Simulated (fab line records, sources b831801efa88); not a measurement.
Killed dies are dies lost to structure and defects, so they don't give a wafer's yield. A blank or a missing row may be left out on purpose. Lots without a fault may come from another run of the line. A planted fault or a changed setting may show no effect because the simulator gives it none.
Split-lot experiment | flow sky130 | 5 lots, 23 wafers read, on a route of 708 steps

THE SPLIT
At SKY_CONTACT_SPUTTER_23 (material TiN, target thk 20 nm, time 80 s), the setting chamber_pressure_pa was moved away from the recipe's 5 Pa on 5 of the 23 wafers read, by -8.9%. The other wafers ran this setting at the recipe's value.

The reading is taken at the split's own step.

THE READING
TiN_of_CONTACT_SPUTTER_23.thk_nm (the simulator's own value, which no gauge read), in nm, at SKY_CONTACT_SPUTTER_23 (material TiN, target thk 20 nm, time 80 s). The file gives no usual value for it. The 18 wafers here that ran the recipe average 19.76 nm, standard deviation 0.22 nm.

wafer  | tool, chamber at the split | chamber_pressure_pa as run, Pa | against the recipe | TiN_of_CONTACT_SPUTTER_23.thk_nm, nm | against lot-mates on the recipe
L074.1 | pvd_sputter-03, -          | 5                              | recipe             | 19.76                                | -
L074.2 | pvd_sputter-03, -          | 5                              | recipe             | 19.84                                | -
L074.4 | pvd_sputter-03, -          | 5                              | recipe             | 20.28                                | -
L074.5 | pvd_sputter-03, -          | 5                              | recipe             | 19.94                                | -
L074.6 | pvd_sputter-03, -          | 5                              | recipe             | 19.85                                | -
L078.1 | pvd_sputter-04, -          | 5                              | recipe             | 19.59                                | -
L078.2 | pvd_sputter-04, -          | 5                              | recipe             | 19.78                                | -
L078.5 | pvd_sputter-04, -          | 5                              | recipe             | 19.78                                | -
L078.3 | pvd_sputter-04, -          | 5                              | recipe             | 19.93                                | -
L078.6 | pvd_sputter-04, -          | 5                              | recipe             | 19.49                                | -
L079.1 | pvd_sputter-03, -          | 5                              | recipe             | 19.58                                | -
L079.4 | pvd_sputter-03, -          | 5                              | recipe             | 19.27                                | -
L079.5 | pvd_sputter-03, -          | 5                              | recipe             | 19.64                                | -
L080.1 | pvd_sputter-03, -          | 4.556                          | -8.9%              | 21.4                                 | no lot-mate on the recipe
L080.2 | pvd_sputter-03, -          | 4.556                          | -8.9%              | 21.83                                | no lot-mate on the recipe
L080.4 | pvd_sputter-03, -          | 4.556                          | -8.9%              | 21.38                                | no lot-mate on the recipe
L080.5 | pvd_sputter-03, -          | 4.556                          | -8.9%              | 21.29                                | no lot-mate on the recipe
L080.6 | pvd_sputter-03, -          | 4.556                          | -8.9%              | 21.53                                | no lot-mate on the recipe
L082.2 | pvd_sputter-04, -          | 5                              | recipe             | 19.97                                | -
L082.3 | pvd_sputter-04, -          | 5                              | recipe             | 19.74                                | -
L082.4 | pvd_sputter-04, -          | 5                              | recipe             | 20                                   | -
L082.5 | pvd_sputter-04, -          | 5                              | recipe             | 19.63                                | -
L082.6 | pvd_sputter-04, -          | 5                              | recipe             | 19.6                                 | -

THE FIT
A straight line over all 23 wafers: TiN_of_CONTACT_SPUTTER_23.thk_nm changes by -0.194 nm for each +1% of chamber_pressure_pa; r = -0.96; the points scatter about the line by 0.22 nm.
Too few moved wafers have a lot-mate on the recipe to fit a line with each lot's own level taken away.

THE FILE'S OWN FIT
TiN_of_CONTACT_SPUTTER_23.thk_nm changes by -0.194 nm for each +1% of chamber_pressure_pa, r = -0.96.
